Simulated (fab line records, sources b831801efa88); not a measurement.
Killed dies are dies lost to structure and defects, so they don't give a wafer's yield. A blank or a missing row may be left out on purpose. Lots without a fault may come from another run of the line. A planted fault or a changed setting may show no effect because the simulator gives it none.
Which tool did it? | flow sky130 | 11 lots, 33 wafers sampled, at 6 steps of a route of 708

WHAT THE GAUGES READ, wafer by wafer
SKY_SONOS_TUNNEL_CD_MEAS_07: target cd 410 nm.
lot  | measured     | on        | cd_nm (nm)
L464 | day 11 10:13 | cd_sem-01 | 412.8 412.7 412.5
L465 | day 11 22:35 | cd_sem-02 | 409.2 412.2 410.0
L466 | day 12 04:07 | cd_sem-01 | 411.8 413.3 413.4
L467 | day 12 14:03 | cd_sem-02 | 410.4 407.8 408.5
L468 | day 12 18:29 | cd_sem-02 | 411.6 408.0 411.1
L469 | day 13 05:55 | cd_sem-01 | - - -
L474 | day 15 00:35 | cd_sem-01 | 410.6 410.7 410.5
L479 | day 16 13:39 | cd_sem-02 | 410.3 409.2 408.9
L480 | day 16 17:30 | cd_sem-02 | 409.3 408.8 410.4
L483 | day 17 18:44 | cd_sem-02 | 408.7 409.1 408.6
L486 | day 19 04:17 | cd_sem-02 | 412.8 412.2 410.0

SKY_SONOS_TUNNEL_TW_MEAS_12.
lot  | measured     | on            | SONOS_TUNNEL_TW
L464 | day 11 10:47 | film_metro-04 | 192.1 192.5 192.8
L465 | day 11 23:10 | film_metro-02 | 196.7 194.9 196.5
L466 | day 12 04:42 | film_metro-02 | 195.2 197.3 196.5
L467 | day 12 14:37 | film_metro-02 | 195.9 196.2 196.2
L468 | day 12 19:04 | film_metro-04 | 192.4 191.6 191.3
L469 | day 13 06:29 | film_metro-01 | 30.0 30.0 30.2 30.1 30.0 30.0
L474 | day 15 01:10 | film_metro-01 | 196.6 196.8 195.3
L479 | day 16 14:13 | film_metro-01 | 197.9 198.6 197.8
L480 | day 16 18:04 | film_metro-04 | 193.6 192.4 191.8
L483 | day 17 19:19 | film_metro-04 | 191.9 191.8 192.4
L486 | day 19 04:51 | film_metro-04 | 193.7 194.2 193.5

SKY_SONOS_ONO_CD_MEAS_13: target cd 410 nm.
lot  | measured     | on        | cd_nm (nm)
L464 | day 12 19:29 | cd_sem-02 | 412.3 412.7 412.2
L465 | day 13 05:47 | cd_sem-01 | 406.8 407.9 409.3
L466 | day 13 10:45 | cd_sem-01 | 411.7 411.7 412.0
L467 | day 13 20:45 | cd_sem-01 | 407.2 404.4 406.2
L468 | day 14 02:41 | cd_sem-01 | 408.5 413.0 408.8
L474 | day 16 12:16 | cd_sem-01 | 411.5 412.0 411.7
L479 | day 18 12:29 | cd_sem-02 | 409.7 408.7 409.2
L480 | day 18 13:32 | cd_sem-02 | 408.0 410.7 410.3
L483 | day 19 09:16 | cd_sem-02 | 407.2 408.2 409.0
L486 | day 20 15:00 | cd_sem-02 | 407.0 405.7 408.2

SKY_SONOS_ONO_OVL_MEAS_14.
lot  | measured     | on         | SONOS_ONO_OVL (nm)
L464 | day 12 19:35 | overlay-02 | 0.3 1.0 2.1
L465 | day 13 05:54 | overlay-02 | -1.2 -1.8 -1.0
L466 | day 13 10:52 | overlay-02 | -0.9 -2.7 -2.6
L467 | day 13 20:52 | overlay-02 | -1.4 -1.7 -0.1
L468 | day 14 02:49 | overlay-02 | -0.6 -1.5 -1.3
L474 | day 16 12:23 | overlay-02 | 0.2 -1.2 -2.8
L479 | day 18 12:37 | overlay-01 | -1.6 -2.8 -1.5
L480 | day 18 13:38 | overlay-01 | 1.4 -0.7 -0.2
L483 | day 19 09:23 | overlay-01 | 0.2 0.5 -0.5
L486 | day 20 15:05 | overlay-02 | 1.1 2.4 -0.1

WHICH TOOL RAN EACH LOT (tool, then ch and the chambers of the sampled wafers, then the start)
lot  | SKY_VT_ADJUST_PCH_STRIP_09           | SKY_SONOS_TUNNEL_EXPOSE_04
L464 | plasma_asher-01 ch 0,1, day 10 12:08 | iline_stepper-01 ch 0, day 10 23:25
L465 | plasma_asher-02 ch 0,1, day 10 23:43 | iline_stepper-01 ch 0, day 11 11:06
L466 | plasma_asher-02 ch 0,1, day 11 03:52 | iline_stepper-02 ch 0, day 11 16:00
L467 | plasma_asher-02 ch 0,1, day 11 14:17 | iline_stepper-01 ch 0, day 12 02:20
L468 | plasma_asher-01 ch 0,1, day 11 18:14 | iline_stepper-01 ch 0, day 12 06:09
L469 | plasma_asher-01 ch 0,1, day 12 05:16 | iline_stepper-01 ch 0, day 12 17:27
L474 | plasma_asher-02 ch 0,1, day 13 22:37 | iline_stepper-01 ch 0, day 14 11:38
L479 | plasma_asher-02 ch 0,1, day 15 09:59 | iline_stepper-01 ch 0, day 15 23:47
L480 | plasma_asher-04 ch 0,1, day 15 13:50 | iline_stepper-01 ch 0, day 16 03:48
L483 | plasma_asher-01 ch 0,1, day 16 16:11 | iline_stepper-02 ch 0, day 17 05:18
L486 | plasma_asher-02 ch 0,1, day 17 21:44 | iline_stepper-01 ch 0, day 18 12:52
- SKY_VT_ADJUST_PCH_STRIP_09: strips in O2/N2.
- SKY_SONOS_TUNNEL_EXPOSE_04: exposes mask TUNM, target cd 410 nm.

WHAT THE TOOLS THEMSELVES READ (means of the sampled wafers that have a number; where no wafer has one, the mark that the record gives instead)
SKY_VT_ADJUST_PCH_STRIP_09.
lot  | tool            | drypump_motor_current_A (A) | oes_product_au (a.u.) | strip_time_to_endpoint_s (s)
L464 | plasma_asher-01 | 5.6                         | 0.722                 | 36.95
L465 | plasma_asher-02 | 5.0                         | 0.725                 | 36.83
L466 | plasma_asher-02 | 5.0                         | 0.724                 | 36.91
L467 | plasma_asher-02 | 5.0                         | 0.725                 | 36.98
L468 | plasma_asher-01 | 5.6                         | 0.717                 | 36.83
L469 | plasma_asher-01 | 5.5                         | 0.721                 | 36.81
L474 | plasma_asher-02 | 5.0                         | 0.720                 | 36.89
L479 | plasma_asher-02 | 5.0                         | 0.719                 | 37.07
L480 | plasma_asher-04 | 5.2                         | 0.723                 | 36.83
L483 | plasma_asher-01 | 5.5                         | 0.725                 | 36.81
L486 | plasma_asher-02 | 5.0                         | 0.725                 | 36.89

SKY_SONOS_TUNNEL_EXPOSE_04.
lot  | tool             | focus_offset_nm (nm)
L464 | iline_stepper-01 | 0.4
L465 | iline_stepper-01 | 0.2
L466 | iline_stepper-02 | -0.2
L467 | iline_stepper-01 | 0.4
L468 | iline_stepper-01 | -0.7
L469 | iline_stepper-01 | 0.4
L474 | iline_stepper-01 | -0.1
L479 | iline_stepper-01 | -0.3
L480 | iline_stepper-01 | 0.2
L483 | iline_stepper-02 | 0.4
L486 | iline_stepper-01 | 0.0

THE ANSWER, worked out from the rows above alone
Rule: what is usual is taken from the lots themselves. Put in order of their means at a reading, lots are off if they are a third of the lots or fewer, leave a main group of 4 or more, and stand apart from it by a gap of 3 or more times the standard deviation of the main group's means; of several such gaps the widest counts. A main group whose means are all the same, to the digits that the tables above print for the reading, isn't used. A lot without any number at a reading at which 4 lots or more have one is off too. The other lots that the step has rows for count as sound. The gauges are gone through in route order, then the tools' own readings, and for those a lot's mean is taken as printed above. The first step at which some lot is off is used, and at that step the reading that is off furthest; a lot without a number counts as furthest.
Off: L469, at SKY_SONOS_TUNNEL_CD_MEAS_07 (cd_nm). Without a number there: L469. The main group: mean 410.5 nm, standard deviation 1.4.
A tool fits if, at a process step before that reading, it ran every lot that is off, and no sound lot after the first of them. The gauges at SKY_SONOS_TUNNEL_CD_MEAS_07 aren't tried: what is off there is off at SKY_SONOS_TUNNEL_TW_MEAS_12 too, on other tools, and a gauge's error can't cause that. None of those tried fits.

WHAT THE SIMULATOR HAD PUT IN
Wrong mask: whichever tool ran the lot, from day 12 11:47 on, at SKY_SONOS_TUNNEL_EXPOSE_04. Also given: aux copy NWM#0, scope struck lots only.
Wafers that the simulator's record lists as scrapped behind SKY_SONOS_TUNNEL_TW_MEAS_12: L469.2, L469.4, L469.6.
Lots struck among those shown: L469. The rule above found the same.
